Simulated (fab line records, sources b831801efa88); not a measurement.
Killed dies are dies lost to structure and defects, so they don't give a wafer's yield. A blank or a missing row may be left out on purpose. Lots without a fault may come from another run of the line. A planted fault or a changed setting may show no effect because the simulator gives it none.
fab line records | flow sky130
record lots=5 wafers=15 last_day=50
route steps=708 shown SD_P@359 RES_XHIGH@360 SALICIDE@361 LI_CONTACT@362 PAD_OPEN@708
lots that met no fault: from a run of the same line without faults
start_h: hours from the record's first day to the start of the lot's first wafer shown | wait_h: hours since the lot's step before | " the same as in the row above | L1.1+2: a row that stands for several wafers | - no value, or no start given | * or withheld: withheld | < > ~ a bound
route shown NAME@n: a module of which the file shows steps, and the number in the route of the first | usual: mean/standard deviation of fault-free wafers | same: alike in all rows | chamber/n: place in a boat | sites: the reading at each site | _std_site: their standard deviation | _edge_site: outer sites' mean less inner sites' | radius_mm: how far each site lies from the wafer's centre | mask NAME#n: copy n | behind: the tool/chamber that last shaped the wafer | hold: why the lot was held/for how many hours/how that ended | device: the transistor (n, p or np) that didn't switch | end of line: the same wafers' tests at the end of the route | a step without rows: its recipe alone | killed: dies lost to structure and defects at the first sort, not the wafer's yield | map: a wafer's dies, x killed, . not, _ none there
set.NAME: the setting as run; set.NAME@STEP: as run at that earlier step | model.NAME: the simulator's own value behind a step, which no gauge read
lots at some steps of the route; a table a step, a row a wafer
services: from which hour (start_h, from the record's first day; less than 0 if before it) a tool's chamber was out of use, for how many hours, and why
## steps
# step SKY_SD_N_RS_MEAS_17
# recipe thk_meas_gauge=four-point-probe
# usual SD_P_RS=147.0/0.48
# columns lot.wafer tool chamber start_h wait_h SD_P_RS[ohm/sq]
L841.1 film_metro-01 - 679.77 0.1 147.1
L841.4 " - " " 146.7
L841.5 " - " " 147.1
L842.2 film_metro-02 - 680.58 0.1 147.1
L842.3 " - " " 147.2
L842.4 " - " " 147.1
L846.2 film_metro-01 - 731.82 0.1 147.4
L846.3 " - " " 147.7
L846.6 " - " " 147.2
L857.3 film_metro-02 - 797.06 0.1 147.1
L857.5 " - " " 146.5
L857.6 " - " " 146.9
L860.1 film_metro-04 - 821.54 0.1 146.7
L860.3 " - " " 146.8
L860.6 " - " " 146.6
# step SKY_SD_N_RS_MEAS_18
# recipe thk_meas_gauge=four-point-probe
# usual RES_XHIGH_RS=333.0/1.1
# columns lot.wafer tool chamber start_h wait_h RES_XHIGH_RS[ohm/sq]
L841.1 film_metro-01 - 679.89 0.1 333.6
L841.4 " - " " 332.7
L841.5 " - " " 333.4
L842.2 film_metro-02 - 680.70 0.1 334.0
L842.3 " - " " 333.3
L842.4 " - " " 334.1
L846.2 film_metro-01 - 731.94 0.1 332.7
L846.3 " - " " 333.8
L846.6 " - " " 333.2
L857.3 film_metro-02 - 797.18 0.1 333.3
L857.5 " - " " 333.8
L857.6 " - " " 333.0
L860.1 film_metro-04 - 821.66 0.1 332.8
L860.3 " - " " 333.1
L860.6 " - " " 332.6
# step SKY_SALICIDE_CLEAN_00
# recipe chemistry=HF-last time_s=30 dilution=100:1 dry=ipa_marangoni
# step SKY_LI_CONTACT_HDPCVD_00
# recipe material=PSG target_thk_nm=930 sigma_open_frac=0.3 time_s=155 temp_c=600 sih4_flow_sccm=60 pressure_mtorr=6
# step SKY_LI_CONTACT_THK_MEAS_01
# recipe reads=PSG_of_LI_CONTACT_HDPCVD_00
# usual LI_CONTACT_HDPCVD_THK=930/11
# columns lot.wafer tool chamber start_h wait_h LI_CONTACT_HDPCVD_THK[nm]
L841.1 film_metro-02 - 680.13 0.1 905
L841.4 " - " " 914
L841.5 " - " " 923
L842.2 film_metro-01 - 680.94 0.1 960
L842.3 " - " " 941
L842.4 " - " " 942
L846.2 film_metro-02 - 732.17 0.1 912
L846.3 " - " " 925
L846.6 " - " " 933
L857.3 film_metro-04 - 797.40 0.1 932
L857.5 " - " " 939
L857.6 " - " " 931
L860.1 film_metro-02 - 821.90 0.1 926
L860.3 " - " " 936
L860.6 " - " " 920
# step SKY_LI_CONTACT_CMP_02
# recipe material=PSG down_force_psi=4 platen_rpm=60 pad_velocity_m_s=0.94248
# usual motor_current_A=12.1/0.92 time_to_endpoint_s=33.0/2.5
# columns lot.wafer tool chamber start_h wait_h motor_current_A time_to_endpoint_s
L841.1 cmp-02 0 680.29 0.1 13.9 28.4
L841.4 " 1 " " 10.0 32.2
L841.5 " 2 " " 11.3 31.4
L842.3 cmp-01 3 681.04 0.1 11.5 32.6
L842.4 " 0 " " 11.5 34.5
L842.2 " 1 " " 12.7 34.3
L846.3 cmp-01 3 732.22 0.0 11.4 32.1
L846.2 " 2 " " 12.3 26.8
L846.6 " 0 " " 11.6 35.5
L857.3 cmp-02 3 797.49 0.1 13.2 35.8
L857.6 " 2 " " 10.5 35.8
L857.5 " 3 " " 13.4 37.6
L860.1 cmp-01 1 821.96 0.1 12.6 31.6
L860.3 " 3 " " 11.2 33.0
L860.6 " 2 " " 13.0 28.3
# step SKY_LI_CONTACT_BOW_MEAS_03
# recipe mode=bow
# usual LI_CONTACT_BOW=55/6.3
# columns lot.wafer tool chamber start_h wait_h LI_CONTACT_BOW[um]
L841.1 film_metro-01 - 680.49 0.1 45
L841.4 " - " " 52
L841.5 " - " " 53
L842.2 film_metro-04 - 681.31 0.1 48
L842.3 " - " " 40
L842.4 " - " " 57
L846.2 film_metro-02 - 732.54 0.1 50
L846.3 " - " " 60
L846.6 " - " " 52
L857.3 film_metro-01 - 797.78 0.2 60
L857.5 " - " " 58
L857.6 " - " " 50
L860.1 film_metro-02 - 822.26 0.2 60
L860.3 " - " " 50
L860.6 " - " " 65
# step SKY_LI_CONTACT_DEHYDRATE_04
# recipe temp_c=200 time_s=60
# step SKY_LI_CONTACT_HMDS_05
# recipe prime_time_s=60 prime_temp_c=120
# step SKY_LI_CONTACT_COAT_06
# recipe resist=BARC temp_c=withheld time_s=withheld spin_rpm=3000 resist_thk_nm=60
# step SKY_LI_CONTACT_COAT_07
# recipe resist=KrF-thick spin_rpm=3000 resist_thk_nm=450
# step SKY_LI_CONTACT_SOFTBAKE_08
# recipe temp_c=100 time_s=90 resist=KrF-thick
# step SKY_LI_CONTACT_EXPOSE_09
# recipe mask_id=LICM1 na=0.8 source_shape=annular sigma_inner=0.55 sigma_outer=0.85 target_cd_nm=170 dose_mj=38
# columns lot.wafer tool chamber start_h wait_h mask
L841.1+4+5 krf_scanner-02 0 695.32 - LICM1#0
L842.2+3+4 krf_scanner-01 0 696.56 - LICM1#0
L846.2+3+6 krf_scanner-02 0 746.89 - LICM1_R1#0
L857.3+5+6 krf_scanner-02 0 811.52 - LICM1#0
L860.1+3+6 krf_scanner-02 0 835.92 - LICM1#0
# step SKY_LI_CONTACT_PEB_10
# recipe peb_temp_c=withheld peb_time_s=withheld resist=KrF-thick
# step SKY_LI_CONTACT_DEVELOP_11
# recipe develop_time_s=60 resist=KrF-thick dev_temp_c=21
# step SKY_LI_CONTACT_CD_MEAS_12
# recipe target_cd_nm=170
# usual cd_nm=169.7/1.6
# columns lot.wafer tool chamber start_h wait_h cd_nm
L841.1 cd_sem-01 - 708.58 - 170.6
L841.4 " - " " 172.0
L841.5 " - " " 171.1
L842.2 cd_sem-01 - 709.64 - 167.8
L842.3 " - " " 168.6
L842.4 " - " " 168.5
L846.2 cd_sem-01 - 759.90 - 150.2
L846.3 " - " " 149.6
L846.6 " - " " 149.8
L857.3 cd_sem-01 - 824.20 - 169.3
L857.5 " - " " 167.2
L857.6 " - " " 167.6
L860.1 cd_sem-01 - 848.87 - 169.6
L860.3 " - " " 167.5
L860.6 " - " " 169.5
# step SKY_LI_CONTACT_OVL_MEAS_13
# usual LI_CONTACT_OVL=1/5.4
# columns lot.wafer tool chamber start_h wait_h LI_CONTACT_OVL[nm]
L841.1 overlay-02 - 708.70 0.1 -1
L841.4 " - " " -2
L841.5 " - " " 1
L842.2 overlay-02 - 709.74 0.1 -8
L842.3 " - " " -6
L842.4 " - " " -13
L846.2 overlay-01 - 760.01 0.1 0
L846.3 " - " " 5
L846.6 " - " " 4
L857.3 overlay-01 - 824.29 0.1 -2
L857.5 " - " " -6
L857.6 " - " " -2
L860.1 overlay-01 - 848.99 0.1 3
L860.3 " - " " 2
L860.6 " - " " 6
# step SKY_LI_CONTACT_ETCH_14
# recipe chemistry=N2/H2 target=BARC ion_energy_ev=200 source_w=500 bias_w=100 pressure_mtorr=30 n2_flow_sccm=100 h2_flow_sccm=200 stop_on=SiO2 time_s=45.9 target_depth_a=600
# usual bias_w=100.03/0.29 drypump_motor_current_A=5.8/0.38 oes_product_au=0.855/0.0044 throttle_valve_pct=13.224/0.0097
# columns lot.wafer tool chamber start_h wait_h bias_w drypump_motor_current_A oes_product_au rf_hours_counter_h throttle_valve_pct model.LI_CONTACT.cd_nm
L841.1 rie_diel-02 2 708.74 0.0 99.89 6.0 0.855 7 13.229 169.6
L841.4 " 1 " " 100.20 4.8 0.853 1 13.227 170.9
L841.5 " 2 " " 99.68 6.0 0.852 - 13.238 170.2
L842.2 rie_diel-04 3 709.77 0.0 99.18 6.0 0.847 10 13.239 169.1
L842.3 " 2 " " 99.92 5.9 0.851 9 13.222 169.2
L842.4 " 1 " " 100.65 5.5 0.854 12 13.213 168.7
L846.2 rie_diel-03 3 760.04 0.0 99.76 6.4 0.854 11 13.236 149.2
L846.3 " 0 " " 99.88 5.9 0.853 10 13.212 150.4
L846.6 " 1 " " 99.51 5.4 0.861 - 13.238 149.2
L857.3 rie_diel-03 3 824.32 0.0 100.11 6.3 0.856 14 13.224 168.3
L857.5 " 2 " " 99.98 5.6 0.851 - 13.229 167.7
L857.6 " 3 " " 99.98 6.3 0.862 - 13.220 166.8
L860.1 rie_diel-04 2 849.02 0.0 99.82 5.8 0.860 12 13.230 169.8
L860.3 " 1 " " 100.19 5.5 0.854 15 13.210 167.5
L860.6 " 1 " " 99.75 5.5 0.852 - 13.213 169.1
# step SKY_LI_CONTACT_ETCH_15
# recipe target=PSG chemistry=C4F8/O2/Ar stop_on=Si taper_deg=4.15 mask_material=KrF-thick source_w=1500 bias_w=1200 pressure_mtorr=40 c4f8_flow_sccm=withheld O2_flow_sccm=6 Ar_flow_sccm=300 time_s=withheld target_depth_a=6000
# usual bias_w=1199/3.6 oes_product_au=0.837/0.0047
# columns lot.wafer tool chamber start_h wait_h bias_w oes_product_au model.LI_CONTACT.cd_nm
L841.1 rie_diel-02 2 708.78 0.0 1197 0.832 169.1
L841.4 " 1 " " 1203 0.834 170.9
L841.5 " 2 " " 1193 0.828 169.9
L842.2 rie_diel-04 3 709.82 0.0 1192 0.829 170.2
L842.3 " 2 " " 1201 0.837 170.1
L842.4 " 1 " " 1203 0.842 168.2
L846.2 rie_diel-03 3 760.08 0.0 1206 0.843 149.9
L846.3 " 0 " " 1203 0.841 150.7
L846.6 " 1 " " 1196 0.842 149.1
L857.3 rie_diel-03 3 824.36 0.0 1206 0.834 168.6
L857.5 " 2 " " 1197 0.832 166.6
L857.6 " 3 " " 1208 0.836 167.1
L860.1 rie_diel-04 2 849.07 0.0 1194 0.837 170.7
L860.3 " 1 " " 1204 0.839 167.7
L860.6 " 1 " " 1207 0.836 169.1
# step SKY_LI_CONTACT_STRIP_16
# recipe chemistry=O2/N2 power_w=1400 pressure_mtorr=1500 platen_temp_c=withheld o2_flow_sccm=3000 n2_flow_sccm=300 overash_fraction=0.5
# usual drypump_motor_current_A=5.8/0.43 oes_product_au=0.376/0.0049 strip_time_to_endpoint_s=3.50/0.032
# columns lot.wafer tool chamber start_h wait_h drypump_motor_current_A oes_product_au rf_hours_counter_h strip_time_to_endpoint_s
L841.1 plasma_asher-03 1 708.87 - 6.2 0.373 106 3.51
L841.4 " 0 " " 5.4 0.373 - 3.47
L841.5 " 1 " " 6.1 0.375 - 3.47
L842.2 plasma_asher-01 0 709.90 - 6.2 0.374 62 3.49
L842.3 " 1 " " 5.1 0.367 - 3.41
L842.4 " 0 " " 6.2 0.370 - 3.49
L846.2 plasma_asher-04 1 760.17 - 6.2 0.369 24 3.49
L846.3 " 0 " " 6.0 0.374 - 3.49
L846.6 " 0 " " 6.1 0.383 - 3.48
L857.3 plasma_asher-04 0 824.48 - 6.0 0.377 - 3.51
L857.5 " 0 " " 6.0 0.377 - 3.51
L857.6 " 1 " " 6.2 0.375 - 3.48
L860.1 plasma_asher-04 0 849.15 - 6.0 0.373 33 3.47
L860.3 " 1 " " 6.2 0.374 - 3.58
L860.6 " 0 " " 6.0 0.379 - 3.57
# step SKY_PAD_OPEN_PROBE_99
# usual killed_at_M0_to_M3=43/6.5 killed_at_M4_up=3/1.7 killed_at_contacts=25/5.1 killed_at_front_end=15/3.8 killed_at_other=0.2/0.45 killed_dies=86/8.8 killed_open=47/6.7 killed_short=39/6
# same gross_dies=492 killed_at_back_side=0
# columns lot.wafer tool chamber start_h wait_h killed_at_M0_to_M3 killed_at_M4_up killed_at_contacts killed_at_front_end killed_at_other killed_dies killed_open killed_short model.etest.licon_pdiff.rc_ohm model.etest.pfet_g5v0d10v5.r_on_ohm_um model.etest.pfet_01v8.r_on_ohm_um model.etest.licon_high_po.rc_ohm model.etest.nfet_g5v0d10v5.r_on_ohm_um model.etest.licon_ndiff.rc_ohm model.etest.nfet_01v8.r_on_ohm_um model.etest.sonos_uncharged.r_on_ohm_um
L841.1 prober-01 - 1101.53 0.1 45 2 26 14 1 88 36 52 570.5 4776 2909 355.7 1906 184.6 838.6 802.1
L841.4 prober-01 - 1101.68 0.2 39 2 27 19 0 87 59 28 583.9 4749 2875 329.7 1884 176.9 804.2 804.5
L841.5 prober-01 - 1101.73 0.2 42 4 17 21 1 85 37 48 576.5 4748 2883 333.6 1900 183.9 824.8 799
L842.2 prober-02 - 1102.92 0.1 54 2 18 20 1 95 47 48 581.3 4814 2869 334.1 1918 186 810.7 802.6
L842.3 prober-02 - 1102.97 0.2 42 3 25 13 1 84 45 39 566.1 4886 2946 336 1909 180.8 817.6 803.9
L842.4 prober-02 - 1103.02 0.2 42 2 27 11 1 83 43 40 578 4786 2945 339.7 1908 184 818.3 809.7
L846.2 prober-02 - 1135.83 0.1 44 2 33 12 0 91 49 29 702.3 4970 3046 420.1 1916 211.9 872.9 827.8
L846.3 prober-02 - 1135.88 0.2 40 4 35 21 0 100 51 40 710.9 4893 2996 403.9 1894 211.2 857.1 823.8
L846.6 prober-02 - 1136.03 0.2 38 6 28 15 0 87 42 37 700.2 4952 2980 423.9 1915 216 836.5 830.1
L857.3 prober-01 - 1184.58 0.2 49 0 36 17 0 102 56 46 582.6 4716 2831 346.3 1904 186.9 816.8 816.7
L857.5 prober-01 - 1184.68 0.2 40 2 31 13 0 86 48 38 609.1 4798 2896 353.9 1933 183.5 846.9 821.4
L857.6 prober-01 - 1184.73 0.2 37 4 22 15 0 78 38 40 606.4 4724 2828 357.3 1911 183.6 811 805.3
L860.1 prober-02 - 1197.96 0.1 46 2 28 18 1 95 55 40 552 4628 2783 339 1833 171.2 816 820.9
L860.3 prober-02 - 1198.06 0.2 33 2 29 12 0 76 35 41 593.3 4675 2783 354.9 1869 186 819.1 816.6
L860.6 prober-02 - 1198.21 0.2 38 3 16 13 0 70 41 29 594.6 4669 2840 344.7 1876 182.9 832 822
# killed by level:class
L841.1 METAL2:geometric_particle:short=10 CONTACT:geometric_particle:open=8 VIA1:geometric_particle:short=7 METAL1:geometric_particle:short=7 LI_CONTACT:geometric_particle:open=6 VIA2:geometric_particle:open=6 POLY_GATE:geometric_particle:short=5 CONTACT:geometric_particle:short=4
L841.4 LI_CONTACT:geometric_particle:open=12 CONTACT:geometric_particle:open=10 FIELD_ISO:geometric_particle:open=8 VIA3:geometric_particle:open=8 VIA2:geometric_particle:open=8 VIA1:geometric_particle:open=5 POLY_GATE:geometric_particle:short=4 METAL2:geometric_particle:short=4
L841.5 VIA1:geometric_particle:open=7 VIA2:geometric_particle:open=7 POLY_GATE:geometric_particle:short=6 VIA1:geometric_particle:short=6 CONTACT:geometric_particle:short=5 LOCAL_INTERCONNECT:geometric_particle:short=5 METAL2:geometric_particle:short=5 FIELD_ISO:geometric_particle:open=4
L842.2 VIA2:geometric_particle:open=11 VIA1:geometric_particle:open=9 METAL2:geometric_particle:short=8 VIA3:geometric_particle:open=7 FIELD_ISO:geometric_particle:short=6 CONTACT:geometric_particle:short=6 CONTACT:geometric_particle:open=6 METAL1:geometric_particle:short=5
L842.3 VIA1:geometric_particle:open=8 LI_CONTACT:geometric_particle:open=7 CONTACT:geometric_particle:open=7 VIA2:geometric_particle:open=7 LOCAL_INTERCONNECT:geometric_particle:short=6 VIA1:geometric_particle:short=6 FIELD_ISO:geometric_particle:open=5 VIA3:geometric_particle:open=4
L842.4 VIA1:geometric_particle:open=18 CONTACT:geometric_particle:open=10 LI_CONTACT:geometric_particle:open=6 METAL1:geometric_particle:short=6 FIELD_ISO:geometric_particle:short=5 VIA1:geometric_particle:short=5 LOCAL_INTERCONNECT:geometric_particle:short=4 CONTACT:geometric_particle:short=4
L846.2 VIA1:geometric_particle:open=13 LI_CONTACT:area_expose=13 VIA3:geometric_particle:open=9 METAL1:geometric_particle:short=8 LI_CONTACT:geometric_particle:open=6 CONTACT:geometric_particle:open=6 FIELD_ISO:geometric_particle:open=5 METAL2:geometric_particle:short=5
L846.3 VIA1:geometric_particle:open=10 LI_CONTACT:area_expose=9 LI_CONTACT:geometric_particle:open=8 POLY_GATE:geometric_particle:open=6 METAL1:geometric_particle:short=6 FIELD_ISO:geometric_particle:short=5 POLY_GATE:geometric_particle:short=5 CONTACT:geometric_particle:short=5
L846.6 VIA2:geometric_particle:open=9 LI_CONTACT:area_expose=8 VIA2:geometric_particle:short=7 VIA1:geometric_particle:open=6 LI_CONTACT:geometric_particle:open=6 METAL4:geometric_particle:short=5 CONTACT:geometric_particle:open=5 FIELD_ISO:geometric_particle:short=4
L857.3 LI_CONTACT:geometric_particle:open=12 VIA3:geometric_particle:open=12 VIA1:geometric_particle:open=11 METAL1:geometric_particle:short=7 CONTACT:geometric_particle:short=7 CONTACT:geometric_particle:open=7 LOCAL_INTERCONNECT:geometric_particle:short=6 FIELD_ISO:geometric_particle:open=5
L857.5 CONTACT:geometric_particle:open=13 LI_CONTACT:geometric_particle:open=10 METAL2:geometric_particle:short=8 VIA1:geometric_particle:open=6 VIA2:geometric_particle:open=5 VIA3:geometric_particle:short=5 VIA3:geometric_particle:open=5 POLY_GATE:geometric_particle:short=4
L857.6 VIA1:geometric_particle:open=12 CONTACT:geometric_particle:open=8 METAL1:geometric_particle:short=8 FIELD_ISO:geometric_particle:short=6 LI_CONTACT:geometric_particle:open=5 LOCAL_INTERCONNECT:geometric_particle:short=5 VIA1:geometric_particle:short=5 FIELD_ISO:geometric_particle:open=3
L860.1 VIA3:geometric_particle:open=11 LI_CONTACT:geometric_particle:open=9 VIA1:geometric_particle:open=9 CONTACT:geometric_particle:open=8 METAL1:geometric_particle:short=6 POLY_GATE:geometric_particle:open=5 POLY_GATE:geometric_particle:short=5 METAL2:geometric_particle:short=5
L860.3 LI_CONTACT:geometric_particle:open=8 CONTACT:geometric_particle:short=7 METAL2:geometric_particle:short=7 VIA1:geometric_particle:open=6 CONTACT:geometric_particle:open=6 VIA2:geometric_particle:open=5 LOCAL_INTERCONNECT:geometric_particle:short=4 SPACER:geometric_particle:short=4
L860.6 VIA1:geometric_particle:open=8 CONTACT:geometric_particle:open=7 VIA3:geometric_particle:open=7 METAL2:geometric_particle:short=6 LI_CONTACT:geometric_particle:open=5 VIA3:geometric_particle:short=5 VIA2:geometric_particle:open=5 FIELD_ISO:geometric_particle:short=4
## services
# columns tool chamber start_h hours kind
rie_diel-03 1 663.54 7.1 repair
cmp-01 - 670.00 0.5 repair
rie_diel-02 1 678.94 10.9 repair
rie_diel-02 3 684.70 2.4 repair
krf_scanner-01 - 713.27 0.8 pm
krf_scanner-02 - 720.18 0.8 pm
krf_scanner-02 - 732.98 1.3 pm
plasma_asher-03 - 733.75 9.0 pm
cmp-01 - 744.00 4.0 pm
cmp-02 - 757.73 29.8 repair
cmp-02 - 758.33 2.1 repair
cmp-02 - 761.70 1.3 repair
plasma_asher-04 - 772.60 4.2 repair
krf_scanner-02 - 776.80 1.0 pm
rie_diel-04 0 778.40 1.8 repair
rie_diel-03 1 786.96 38.7 repair
cmp-01 - 787.75 11.1 pm
plasma_asher-03 - 789.10 14.6 pm
plasma_asher-04 - 792.19 1.6 repair
cmp-02 - 798.86 5.2 pm
krf_scanner-01 - 805.53 1.0 pm
rie_diel-02 1 809.36 8.5 repair
rie_diel-02 2 826.58 3.4 repair
rie_diel-02 - 835.49 14.6 pm
## key
first_sign step=SKY_LI_CONTACT_EXPOSE_09 reading=mask direction=changed
effect step=SKY_LI_CONTACT_CD_MEAS_12 reading=cd_nm direction=down sigmas=13 usual=169.7 struck=149.9
model_effect step=SKY_LI_CONTACT_ETCH_14 value=LI_CONTACT.cd_nm without=169.6 struck=149.6
model_effect step=SKY_LI_CONTACT_ETCH_15 value=LI_CONTACT.cd_nm without=169.9 struck=149.9
model_effect step=SKY_PAD_OPEN_PROBE_99 value=etest.licon_pdiff.rc_ohm without=580.1 struck=704.5
met_at SKY_LI_CONTACT_EXPOSE_09
struck_wafers L846.2,L846.3,L846.6
tester_left_out L846
onset_between 695.32 746.89
fault kind=wrong_mask tool=any chamber=- onset_h=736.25 steps=SKY_LI_CONTACT_EXPOSE_09 aux_copy=LICM1_R1#0 cd_offset_nm=-20 scope=struck_lots_only
# tester_left_out: of these lots the tester's yield and bins aren't shown, on N5 and GAA mostly nor the transistor test; their killed dies are dies lost to structure and defects alone, not to doping, threshold or leakage, so they don't give the yield
